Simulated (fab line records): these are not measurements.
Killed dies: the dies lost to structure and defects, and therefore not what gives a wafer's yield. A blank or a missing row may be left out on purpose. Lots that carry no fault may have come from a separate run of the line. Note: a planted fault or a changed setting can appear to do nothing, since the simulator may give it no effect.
A struck lot beside a sound one | flow sfq_line | 31 steps out of a route of 325
Sound: wafers L950.1, L950.2, L950.3. The struck wafers were L954.1, L954.4, L954.6. The cause is named last.
Each step with rows lists, per side, the tool, then ch with its chambers, then its first start. Under that, the readings that differ: sound wafers | struck wafers | difference of the means | sigmas: that difference in standard deviations of wafers without a fault.
alike: readings with means less than 2 such deviations apart, plus words and numbers identical on both sides. not compared: withheld readings, readings lacking a value on some wafer, bounds such as >300 that could conceal the same value, and numbers that have no deviation in the record and whose values overlap.
Wherever a step has rows on one side only, a row that says differs or no value, or a row with sigmas, the two part there. Numbers that don't overlap but have no deviation are shown without sigmas and don't part them. Lack of a reading on every wafer of one side parts them only where that side has two or more wafers.

first, 1 step without rows for these wafers: SFQ_TRILAYER_M7_STRIP_SOLV_CLEAN_182 (cleans in NMP, time 600 s).
SFQ_TRILAYER_I7_DEP_PECVD_183: deposits SiO2 from SiH4/N2O, time 111.11 s, target thk 500 nm.
  sound on pecvd-03 ch 0,1,2, day 70 18:37; struck on pecvd-03 ch 1,2, day 78 05:04
  alike: chamber_pressure_Torr, heater_power_w, throttle_valve_pct
SFQ_TRILAYER_I7_CMP_CMP_184: polishes SiO2.
  sound on cmp-01 ch 1,2,3, day 70 22:34; struck on cmp-01 ch 0,1, day 78 05:08
  alike: motor_current_A, time_to_endpoint_s
SFQ_I7_BOW_MEAS_946:
  struck on film_metro-01, day 78 08:08; sound on film_metro-01, day 71 01:04
  alike: I7_BOW
SFQ_TRILAYER_I7_METRO_MEASURE_185:
  struck on film_metro-01, day 78 08:16; sound on film_metro-01, day 71 01:11
  alike: thk_nm
then, 6 steps without rows for these wafers: SFQ_TRILAYER_I7_VIA_LITHO_COAT_192 (resist thk 62 nm); SFQ_TRILAYER_I7_VIA_LITHO_COAT_187 (resist thk 650 nm); SFQ_TRILAYER_I7_VIA_LITHO_SOFTBAKE_191; SFQ_TRILAYER_I7_VIA_LITHO_EXPOSE_188 (exposes mask I7, target cd 1000 nm); SFQ_TRILAYER_I7_VIA_LITHO_PEB_190 (peb time 60 s); SFQ_TRILAYER_I7_VIA_LITHO_DEVELOP_189 (time 60 s).
SFQ_I7_OVL_MEAS_947:
  struck on overlay-01, day 78 13:41; sound on overlay-01, day 74 06:19
  alike: I7_OVL
SFQ_TRILAYER_I7_VIA_BARC_OPEN_VIA_ETCH_260: etches BARC in O2, target depth 125 nm, time 41.7 s.
  sound on rie_diel-01 ch 0,2,3, day 74 06:21; struck on rie_diel-04 ch 1,3, day 78 13:43
  no value came back on the struck wafers for any of 5 readings (bias_w (W), chamber_pressure_mTorr (mTorr) and others); on the sound wafers bias_w (W) reads 79.94 79.94 80.12
  reading                                                 | sound             | struck            | difference | sigmas
  model.KrF_of_TRILAYER_I7_VIA_LITHO_COAT_187.thk_nm (nm) | 569.9 569.4 568.8 | 627.3 627.8 624.4 | +57.1      |
SFQ_TRILAYER_I7_VIA_ETCH_VIA_ETCH_190: etches SiO2 in CHF3, stops on Nb, target depth 260 nm.
  sound on rie_diel-01 ch 0,2,3, day 74 06:23; struck on rie_diel-04 ch 1,3, day 78 13:46
  reading                                                 | sound             | struck            | difference | sigmas
  oes_product_au (a.u.)                                   | 0.852 0.863 0.862 | 0.371 0.386 0.376 | -0.481     | -96
  model.KrF_of_TRILAYER_I7_VIA_LITHO_COAT_187.thk_nm (nm) | 524.8 524.4 523.3 | 582.9 582.9 579.9 | +57.7      |
  alike: bias_w, chamber_pressure_mTorr, drypump_motor_current_A
SFQ_TRILAYER_I7_VIA_STRIP_STRIP_191: strips in O2.
  sound on rie_metal-04 ch 0,1, day 74 06:31; struck on rie_metal-01 ch 0,1, day 78 13:53
  alike: drypump_motor_current_A, oes_product_au
  not compared: rf_hours_counter_h
then, 5 steps without rows for these wafers: SFQ_TRILAYER_I7_VIA_STRIP_SOLV_CLEAN_192 (cleans in NMP, time 600 s); SFQ_TRILAYER_M8_LITHO_LOR_COAT_197; SFQ_TRILAYER_M8_LITHO_LOR_BAKE_198; SFQ_TRILAYER_M8_LITHO_COAT_193 (resist thk 600 nm); SFQ_TRILAYER_M8_LITHO_SOFTBAKE_199.
-- the record jumps here: 3 days lie between the struck wafers' starts before and after --
SFQ_TRILAYER_M8_LITHO_EXPOSE_194: exposes mask M8, target cd 2000 nm.
  sound on krf_scanner-02 ch 0, day 74 18:39; struck on krf_scanner-02, day 81 13:29
  no value came back on the struck wafers for exposure_dose_mJ_cm2, focus_offset_nm (nm); on the sound wafers exposure_dose_mJ_cm2 reads 14.403 14.367 14.378
  alike: mask
then, 2 steps without rows for these wafers: SFQ_TRILAYER_M8_LITHO_PEB_196 (peb time 60 s); SFQ_TRILAYER_M8_LITHO_DEVELOP_195 (img clear 15 s, time 55 s).
SFQ_M8_OVL_MEAS_948:
  struck on overlay-02, day 81 14:59; sound on overlay-01, day 74 20:08
  reading     | sound | struck | difference                    | sigmas
  M8_OVL (nm) | 5 1 5 | - - -  | no value on the struck wafers |
then, 3 steps without rows for these wafers: SFQ_TRILAYER_M8_DEP_EVAP_197 (material Ti, target thk 20 nm, time 100 s); SFQ_TRILAYER_M8_DEP_EVAP_198 (material Pt, target thk 50 nm, time 240.8 s); SFQ_TRILAYER_M8_DEP_EVAP_196 (material Au, target thk 180 nm, time 900 s).
SFQ_M8_RS_MEAS_949: the measuring method here is four-point-probe.
  struck on film_metro-04, day 81 15:46; sound on film_metro-04, day 74 20:55
  alike: M8_AU_RS
SFQ_M8_THK_MEAS_950: measures by xrf.
  struck on film_metro-04, day 81 15:53; sound on film_metro-04, day 74 21:02
  alike: M8_AU_THK
then, 1 step without rows for these wafers: SFQ_TRILAYER_M8_LIFTOFF_LIFTOFF_197 (chemistry NMP, time 600 s).
SFQ_M8_BOW_MEAS_951:
  struck on film_metro-03, day 81 16:07; sound on film_metro-03, day 74 21:17
  reading                 | sound                | struck            | difference | sigmas
  model.etest.m8.ohm_sq   | 0.1539 0.1533 0.1552 | 1e+06 1e+06 1e+06 | +1e+06     |
  model.etest.i7.link_ohm | 1.039 1.045 1.054    | 1e+06 1e+06 1e+06 | +1e+06     |
  alike: M8_BOW

== WHERE THEY PART ==
First at SFQ_TRILAYER_I7_VIA_BARC_OPEN_VIA_ETCH_260; last, within this record, at SFQ_M8_OVL_MEAS_948. Later steps at which nothing parts them and some readings are alike: SFQ_M8_RS_MEAS_949, SFQ_M8_THK_MEAS_950, SFQ_M8_BOW_MEAS_951.

WHY: what the simulator had put in
Skipped step whole: rie_diel-04, from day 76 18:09 on, at SFQ_TRILAYER_I7_VIA_BARC_OPEN_VIA_ETCH_260. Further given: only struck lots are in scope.
